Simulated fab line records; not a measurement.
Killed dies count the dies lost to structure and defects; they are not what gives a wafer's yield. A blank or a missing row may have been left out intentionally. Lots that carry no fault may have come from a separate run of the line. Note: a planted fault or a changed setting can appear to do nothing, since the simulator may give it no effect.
2 desks, one fault	flow gf180mcu	what lay behind the numbers comes last; until then each desk has only its own

== THE TOOL OWNER'S DESK: hdpcvd-02 ==
The tool's own readings at GF_V3_CVD_00 (deposits SiO2, target thk 600 nm, time 100 s): means of the sampled wafers that have a number, for each lot that ran on this tool. The brackets show how far a lot's mean lies from the usual mean; more than 4 standard deviations puts the lot out of limits, marked OUT.
Columns: A = pressureMtorr at GF_V3_CVD_00, usual 6.000 mTorr; B = runLengthS at GF_V3_CVD_00, usual 128.1 s
lot	first seen here	A	B
L772	day 22 16:17	6.005	128.0
L775	day 23 11:16	5.982	128.2
L776	day 23 21:13	6.010	127.8
L778	day 24 07:38	5.987	128.2
L792	day 28 07:06	5.995	128.0
This desk found nothing out of limits on any of the 5 lots.

== THE METROLOGY DESK ==
Lot by lot, what the gauges showed, no matter which tool ran the lot: averages of those sampled wafers that carry a number. The brackets show how far a lot's mean lies from the usual mean; more than 4 standard deviations puts the lot out of limits, marked OUT.
Columns: A = V3_BOW at GF_V3_BOW_MEAS_05, usual 118 um; B = V3_OVL at GF_V3_OVL_MEAS_15, usual 1 nm
lot	first seen here	A	B
L771	day 22 04:41	115	-2
L772	day 22 16:50	119	-11
L774	day 23 07:01	112	6
L775	day 23 11:49	121	1
L776	day 23 21:49	124	-2
L778	day 24 08:12	118	5
L780	day 25 03:44	118	11
L785	day 26 15:57	88	-0
L786	day 27 02:44	88	7
L787	day 27 09:10	91	5
L791	day 28 04:24	111	4
L792	day 28 07:40	127	4
L793	day 28 09:37	107	1
This desk found nothing out of limits on any of the 13 lots.

== BROUGHT TOGETHER ==
The desk of the tool owner found nothing out of limits.
From the metrology desk's view, nothing was out of limits.

== WHAT THE SIMULATOR HAD PUT IN ==
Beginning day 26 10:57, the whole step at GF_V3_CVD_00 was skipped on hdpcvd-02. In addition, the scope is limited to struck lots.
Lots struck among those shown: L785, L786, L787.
